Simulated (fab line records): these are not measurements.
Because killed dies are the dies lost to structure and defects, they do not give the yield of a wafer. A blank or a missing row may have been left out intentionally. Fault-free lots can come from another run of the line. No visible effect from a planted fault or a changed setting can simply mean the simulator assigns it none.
fab line records + flow gf180mcu
record:
- lots: 6
- wafers: 18
- last-day: 34
route steps=602 shown V1@361 M2@362
lots with no fault: from the same line, run without faults
start-h: the number of hours between the record's first day and the start of the first shown wafer of the lot + wait-h: hours elapsed since this lot's preceding step + " same as the row above + L1.1+2: several wafers, shown together as one row + - no value present, or no start provided + * or withheld: withheld + < > ~ a bound
route shown NAME@n: a module of which the file shows steps, and the number in the route of the first + usual: mean and standard deviation over wafers with no fault + same: alike in all rows + chamber/n: place in a boat + sites: per-site readings + _std_site: their standard deviation + _edge_site: the outer-site mean with the inner-site mean subtracted + radius-mm: for every site, how far away it sits from the centre of the wafer + mask NAME#n: copy n + behind: the most recent tool/chamber to have shaped the wafer + hold: cause of the lot's hold/its duration in hours/its outcome + device: transistor that didn't switch, given as n, p or np + end of line: the same wafers' tests at the end of the route + step lacking rows: just its recipe + killed: dies lost to structure and defects at the first sort, not the wafer's yield + map: a wafer's dies, x killed, . not, _ none there
set.NAME: the setting as run; set.NAME@STEP: as run at that earlier step + model.NAME: the simulator's own value behind a step, which no gauge read
certain route steps with their lots: each step a table, each wafer a row
services: from which hour (start-h, from the record's first day; less than 0 if before it) a tool's chamber was out of use, for how many hours, and why
== steps ==
step: GF_V1_CMP_26
recipe:
- stop-on: SiO2
- down-force-psi: 3.5
- platen-rpm: 60
- t-overpolish-s: 15
- target-thk-nm: 0
- pad-velocity-m-s: 0.94248
usual:
- motor-current-A: 10.9/1.1
- overpolish-run-s: 15.000/0.0084
- time-to-endpoint-s: 86/3.6
| lot.wafer | tool   | chamber | start-h | wait-h | motor-current-A | overpolish-run-s | time-to-endpoint-s |
|-----------|--------|---------|---------|--------|-----------------|------------------|--------------------|
| L884.4    | cmp-01 | 1       | 482.98  | 0.1    | 12.3            | 15.003           | 90                 |
| L884.3    | "      | 2       | "       | "      | 10.9            | 15.008           | 88                 |
| L884.6    | "      | 1       | "       | "      | 11.8            | 14.996           | 89                 |
| L887.4    | cmp-01 | 2       | 514.15  | 0.0    | 11.3            | 15.000           | 86                 |
| L887.1    | "      | 1       | "       | "      | 12.1            | 14.995           | 84                 |
| L887.6    | "      | 2       | "       | "      | 11.1            | 15.000           | 87                 |
| L888.2    | cmp-01 | 3       | 517.95  | 0.1    | 11.5            | 15.004           | 83                 |
| L888.4    | "      | 1       | "       | "      | 12.1            | 15.001           | 83                 |
| L888.5    | "      | 2       | "       | "      | 11.7            | 14.989           | 86                 |
| L897.2    | cmp-02 | 0       | 592.88  | 0.1    | 9.7             | 14.998           | 93                 |
| L897.5    | "      | 3       | "       | "      | 11.9            | 14.997           | 89                 |
| L897.6    | "      | 0       | "       | "      | 10.0            | 14.992           | 91                 |
| L896.3    | cmp-02 | 1       | 595.14  | 0.0    | 12.1            | 14.993           | 83                 |
| L896.4    | "      | 3       | "       | "      | 11.3            | 15.014           | 83                 |
| L896.2    | "      | 0       | "       | "      | 9.3             | 15.016           | 87                 |
| L899.2    | cmp-02 | 2       | 604.18  | 0.0    | 9.1             | 15.005           | 86                 |
| L899.1    | "      | 0       | "       | "      | 9.4             | 14.994           | 91                 |
| L899.5    | "      | 3       | "       | "      | 11.8            | 14.994           | 84                 |
step: GF_M2_SPUTTER_00
recipe:
- material: Ti
- target-thk-nm: 37.5
- arriving-ion-energy-ev: 80
- substrate-temp-c: 200
- chamber-pressure-pa: 2
- power-w: 4000
- time-s: 150
step: GF_M2_SPUTTER_01
recipe:
- material: TiN
- target-thk-nm: 30
- power-w: 6500
- time-s: 25
- chamber-pressure-pa: 0.4
usual:
- throttle-valve-pct: 29.4/0.94
| lot.wafer | tool           | chamber | start-h | wait-h | throttle-valve-pct |
|-----------|----------------|---------|---------|--------|--------------------|
| L884.3    | pvd-sputter-03 | -       | 483.33  | 0.1    | 30.5               |
| L884.4    | "              | -       | "       | "      | 29.1               |
| L884.6    | "              | -       | "       | "      | 30.4               |
| L887.1    | pvd-sputter-01 | -       | 514.55  | 0.1    | 30.0               |
| L887.4    | "              | -       | "       | "      | 28.2               |
| L887.6    | "              | -       | "       | "      | 28.3               |
| L888.2    | pvd-sputter-01 | -       | 518.30  | 0.1    | 30.5               |
| L888.4    | "              | -       | "       | "      | 30.3               |
| L888.5    | "              | -       | "       | "      | 28.2               |
| L897.2    | pvd-sputter-04 | -       | 593.23  | 0.1    | 29.9               |
| L897.5    | "              | -       | "       | "      | 29.5               |
| L897.6    | "              | -       | "       | "      | 31.4               |
| L896.2    | pvd-sputter-03 | -       | 595.54  | 0.1    | 29.2               |
| L896.3    | "              | -       | "       | "      | 30.5               |
| L896.4    | "              | -       | "       | "      | 28.7               |
| L899.1    | pvd-sputter-01 | -       | 604.58  | 0.1    | 28.1               |
| L899.2    | "              | -       | "       | "      | 30.4               |
| L899.5    | "              | -       | "       | "      | 30.6               |
step: GF_M2_SPUTTER_02
recipe:
- material: AlCu
- target-thk-nm: 450
- power-w: 10600
- time-s: 23.9
- chamber-pressure-pa: 0.4
usual:
- throttle-valve-pct: 29.5/0.95
| lot.wafer | tool           | chamber | start-h | wait-h | throttle-valve-pct |
|-----------|----------------|---------|---------|--------|--------------------|
| L884.3    | pvd-sputter-03 | -       | 483.36  | 0.0    | 30.7               |
| L884.4    | "              | -       | "       | "      | 29.4               |
| L884.6    | "              | -       | "       | "      | 30.6               |
| L887.1    | pvd-sputter-01 | -       | 514.58  | 0.0    | 30.2               |
| L887.4    | "              | -       | "       | "      | 28.1               |
| L887.6    | "              | -       | "       | "      | 28.5               |
| L888.2    | pvd-sputter-01 | -       | 518.33  | 0.0    | 30.5               |
| L888.4    | "              | -       | "       | "      | 30.2               |
| L888.5    | "              | -       | "       | "      | 28.2               |
| L897.2    | pvd-sputter-04 | -       | 593.26  | 0.0    | 30.0               |
| L897.5    | "              | -       | "       | "      | 29.1               |
| L897.6    | "              | -       | "       | "      | 31.7               |
| L896.2    | pvd-sputter-03 | -       | 595.57  | 0.0    | 29.2               |
| L896.3    | "              | -       | "       | "      | 30.7               |
| L896.4    | "              | -       | "       | "      | 28.5               |
| L899.1    | pvd-sputter-01 | -       | 604.61  | 0.0    | 28.0               |
| L899.2    | "              | -       | "       | "      | 30.7               |
| L899.5    | "              | -       | "       | "      | 30.8               |
step: GF_M2_SPUTTER_03
recipe:
- material: Ti
- target-thk-nm: 10
- substrate-temp-c: 300
- chamber-pressure-pa: 0.3
- power-w: 3000
- time-s: 6.7
usual:
- throttle-valve-pct: 29.4/0.97
| lot.wafer | tool           | chamber | start-h | wait-h | throttle-valve-pct |
|-----------|----------------|---------|---------|--------|--------------------|
| L884.3    | pvd-sputter-03 | -       | 483.39  | 0.0    | 30.5               |
| L884.4    | "              | -       | "       | "      | 29.2               |
| L884.6    | "              | -       | "       | "      | 30.6               |
| L887.1    | pvd-sputter-01 | -       | 514.61  | 0.0    | 29.9               |
| L887.4    | "              | -       | "       | "      | 27.7               |
| L887.6    | "              | -       | "       | "      | 27.8               |
| L888.2    | pvd-sputter-01 | -       | 518.36  | 0.0    | 30.7               |
| L888.4    | "              | -       | "       | "      | 30.4               |
| L888.5    | "              | -       | "       | "      | 27.8               |
| L897.2    | pvd-sputter-04 | -       | 593.29  | 0.0    | 30.1               |
| L897.5    | "              | -       | "       | "      | 29.3               |
| L897.6    | "              | -       | "       | "      | 31.6               |
| L896.2    | pvd-sputter-03 | -       | 595.60  | 0.0    | 29.4               |
| L896.3    | "              | -       | "       | "      | 30.5               |
| L896.4    | "              | -       | "       | "      | 28.8               |
| L899.1    | pvd-sputter-01 | -       | 604.64  | 0.0    | 28.0               |
| L899.2    | "              | -       | "       | "      | 30.5               |
| L899.5    | "              | -       | "       | "      | 30.5               |
step: GF_M2_SPUTTER_04
recipe:
- material: TiN
- target-thk-nm: 50
- power-w: 6500
- time-s: 41.7
- chamber-pressure-pa: 0.4
usual:
- throttle-valve-pct: 29.4/0.97
| lot.wafer | tool           | chamber | start-h | wait-h | throttle-valve-pct |
|-----------|----------------|---------|---------|--------|--------------------|
| L884.3    | pvd-sputter-03 | -       | 483.41  | 0.0    | 30.4               |
| L884.4    | "              | -       | "       | "      | 29.1               |
| L884.6    | "              | -       | "       | "      | 30.6               |
| L887.1    | pvd-sputter-01 | -       | 514.63  | 0.0    | 30.0               |
| L887.4    | "              | -       | "       | "      | 28.0               |
| L887.6    | "              | -       | "       | "      | 28.2               |
| L888.2    | pvd-sputter-01 | -       | 518.38  | 0.0    | 30.4               |
| L888.4    | "              | -       | "       | "      | 30.2               |
| L888.5    | "              | -       | "       | "      | 27.8               |
| L897.2    | pvd-sputter-04 | -       | 593.31  | 0.0    | 29.8               |
| L897.5    | "              | -       | "       | "      | 29.2               |
| L897.6    | "              | -       | "       | "      | 31.5               |
| L896.2    | pvd-sputter-03 | -       | 595.62  | 0.0    | 29.2               |
| L896.3    | "              | -       | "       | "      | 30.6               |
| L896.4    | "              | -       | "       | "      | 28.8               |
| L899.1    | pvd-sputter-01 | -       | 604.66  | 0.0    | 28.1               |
| L899.2    | "              | -       | "       | "      | 30.3               |
| L899.5    | "              | -       | "       | "      | 30.5               |
step: GF_M2_RS_MEAS_05
recipe:
- thk-meas-gauge: four-point-probe
- reads: TiN_of_M2_SPUTTER_04+Ti_of_M2_SPUTTER_03+AlCu_of_M2_SPUTTER_02+TiN_of_M2_SPUTTER_01+Ti_of_M2_SPUTTER_00
usual:
- M2_ALCU_RS: 0.0698/0.00075
| lot.wafer | tool          | chamber | start-h | wait-h | M2_ALCU_RS[ohm/sq] |
|-----------|---------------|---------|---------|--------|--------------------|
| L884.3    | film-metro-01 | -       | 483.49  | 0.1    | 0.0707             |
| L884.4    | "             | -       | "       | "      | 0.0710             |
| L884.6    | "             | -       | "       | "      | 0.0705             |
| L887.1    | film-metro-01 | -       | 514.67  | 0.0    | 0.0691             |
| L887.4    | "             | -       | "       | "      | 0.0700             |
| L887.6    | "             | -       | "       | "      | 0.0707             |
| L888.2    | film-metro-01 | -       | 518.44  | 0.0    | 0.0682             |
| L888.4    | "             | -       | "       | "      | 0.0686             |
| L888.5    | "             | -       | "       | "      | 0.0695             |
| L897.2    | film-metro-01 | -       | 593.37  | 0.0    | 0.0697             |
| L897.5    | "             | -       | "       | "      | 0.0692             |
| L897.6    | "             | -       | "       | "      | 0.0693             |
| L896.2    | film-metro-03 | -       | 595.68  | 0.0    | 0.0706             |
| L896.3    | "             | -       | "       | "      | 0.0705             |
| L896.4    | "             | -       | "       | "      | 0.0698             |
| L899.1    | film-metro-01 | -       | 604.70  | 0.0    | 0.0696             |
| L899.2    | "             | -       | "       | "      | 0.0687             |
| L899.5    | "             | -       | "       | "      | 0.0684             |
step: GF_M2_THK_MEAS_06
recipe:
- thk-meas-gauge: xrf
- reads: AlCu_of_M2_SPUTTER_02
usual:
- M2_ALCU_THK: 455/4.7
| lot.wafer | tool          | chamber | start-h | wait-h | M2_ALCU_THK[nm] |
|-----------|---------------|---------|---------|--------|-----------------|
| L884.3    | film-metro-01 | -       | 483.59  | 0.1    | 450             |
| L884.4    | "             | -       | "       | "      | 450             |
| L884.6    | "             | -       | "       | "      | 451             |
| L887.1    | film-metro-01 | -       | 514.79  | 0.1    | 460             |
| L887.4    | "             | -       | "       | "      | 455             |
| L887.6    | "             | -       | "       | "      | 453             |
| L888.2    | film-metro-01 | -       | 518.55  | 0.1    | 463             |
| L888.4    | "             | -       | "       | "      | 464             |
| L888.5    | "             | -       | "       | "      | 460             |
| L897.2    | film-metro-01 | -       | 593.48  | 0.1    | 455             |
| L897.5    | "             | -       | "       | "      | 460             |
| L897.6    | "             | -       | "       | "      | 462             |
| L896.2    | film-metro-03 | -       | 595.79  | 0.1    | 446             |
| L896.3    | "             | -       | "       | "      | 448             |
| L896.4    | "             | -       | "       | "      | 453             |
| L899.1    | film-metro-01 | -       | 604.82  | 0.1    | 459             |
| L899.2    | "             | -       | "       | "      | 462             |
| L899.5    | "             | -       | "       | "      | 466             |
step: GF_M2_DEHYDRATE_07
recipe:
- temp-c: 200
- time-s: 60
step: GF_M2_HMDS_08
recipe:
- prime-time-s: 60
- prime-temp-c: 120
step: GF_M2_COAT_09
recipe:
- resist: KrF
- spin-rpm: withheld
- resist-thk-nm: 1000
step: GF_M2_SOFTBAKE_10
recipe:
- temp-c: 130
- time-s: 60
- resist: KrF
step: GF_M2_EXPOSE_11
recipe:
- mask-id: Metal2
- target-cd-nm: 280
- na: 0.68
- source-shape: conventional
- sigma-outer: 0.6
- dose-mj: 28
usual:
- exposure-dose-mJ-cm2: 27.996/0.03
- focus-offset-nm: 0.0/0.53
| lot.wafer | tool           | chamber | start-h | wait-h | mask     | exposure-dose-mJ-cm2 | focus-offset-nm |
|-----------|----------------|---------|---------|--------|----------|----------------------|-----------------|
| L884.3    | krf-scanner-02 | 0       | 495.40  | -      | Metal2#0 | 28.019               | 0.8             |
| L884.4    | "              | 0       | "       | "      | Metal2#0 | 27.986               | -0.4            |
| L884.6    | "              | 0       | "       | "      | Metal2#0 | 28.010               | -1.1            |
| L887.1    | krf-scanner-02 | -       | 526.36  | -      | Metal2#0 | -                    | -               |
| L887.4    | "              | -       | "       | "      | Metal2#0 | -                    | -               |
| L887.6    | "              | -       | "       | "      | Metal2#0 | -                    | -               |
| L888.2    | krf-scanner-01 | -       | 530.60  | -      | Metal2#0 | -                    | -               |
| L888.4    | "              | -       | "       | "      | Metal2#0 | -                    | -               |
| L888.5    | "              | -       | "       | "      | Metal2#0 | -                    | -               |
| L897.2    | krf-scanner-01 | 0       | 603.95  | -      | Metal2#0 | 27.988               | -0.5            |
| L897.5    | "              | 0       | "       | "      | Metal2#0 | 28.029               | -0.2            |
| L897.6    | "              | 0       | "       | "      | Metal2#0 | 28.024               | -0.6            |
| L896.2    | krf-scanner-01 | 0       | 605.18  | -      | Metal2#0 | 27.983               | 0.5             |
| L896.3    | "              | 0       | "       | "      | Metal2#0 | 27.996               | -0.1            |
| L896.4    | "              | 0       | "       | "      | Metal2#0 | 27.986               | -0.2            |
| L899.1    | krf-scanner-01 | 0       | 615.54  | -      | Metal2#0 | 28.018               | 0.1             |
| L899.2    | "              | 0       | "       | "      | Metal2#0 | 27.999               | 0.7             |
| L899.5    | "              | 0       | "       | "      | Metal2#0 | 28.033               | -0.4            |
step: GF_M2_PEB_12
recipe:
- peb-temp-c: 135
- peb-time-s: 90
- resist: KrF
== services ==
| tool           | chamber | start-h | hours | kind                           |
|----------------|---------|---------|-------|--------------------------------|
| pvd-sputter-04 | -       | 465.39  | 3.2   | repair                         |
| pvd-sputter-04 | -       | 473.15  | 0.6   | repair                         |
| cmp-02         | -       | 476.58  | 2.4   | repair                         |
| krf-scanner-02 | -       | 480.75  | 7.2   | pm                             |
| krf-scanner-01 | -       | 483.36  | 0.8   | repair                         |
| krf-scanner-02 | -       | 489.86  | 0.8   | pm                             |
| cmp-01         | -       | 500.67  | 9.0   | pm                             |
| cmp-01         | -       | 511.33  | 0.3   | repair                         |
| krf-scanner-01 | -       | 515.63  | 1.0   | pm                             |
| krf-scanner-01 | -       | 522.69  | 0.8   | pm                             |
| cmp-01         | -       | 534.02  | 3.4   | repair                         |
| cmp-02         | -       | 543.12  | 0.6   | repair                         |
| krf-scanner-01 | -       | 572.14  | 0.6   | repair                         |
| cmp-02         | -       | 572.26  | 4.0   | pm                             |
| cmp-02         | -       | 576.26  | -     | consumable-replace:conditioner |
| cmp-02         | -       | 576.26  | -     | consumable-replace:pad         |
| krf-scanner-01 | -       | 582.75  | 4.0   | pm                             |
| krf-scanner-01 | -       | 594.50  | 1.3   | pm                             |
== key ==
first-sign:
- step: GF_M2_EXPOSE_11
- reading: tool-record
- direction: missing
effect none on later readings
met-at GF_M2_EXPOSE_11
struck-wafers L887.1,L887.4,L887.6,L888.2,L888.4,L888.5
later-rows-left-out L887.1,L887.4,L887.6,L888.2,L888.4,L888.5
sort-left-out L887.1,L887.4,L887.6,L888.2,L888.4,L888.5
onset-between 495.40 526.36
fault:
- kind: skipped-step-whole
- tool: krf-scanner-01,krf-scanner-02
- chamber: -
- onset-h: 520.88
- steps: GF_M2_EXPOSE_11
- scope: struck-lots-only
sort-left-out: the simulated sort isn't trusted on such a fault, so these wafers' sort isn't shown, and their yield isn't known
later-rows-left-out: the simulator's readings of these wafers behind a module that went badly wrong aren't trusted and aren't shown, but for the sort
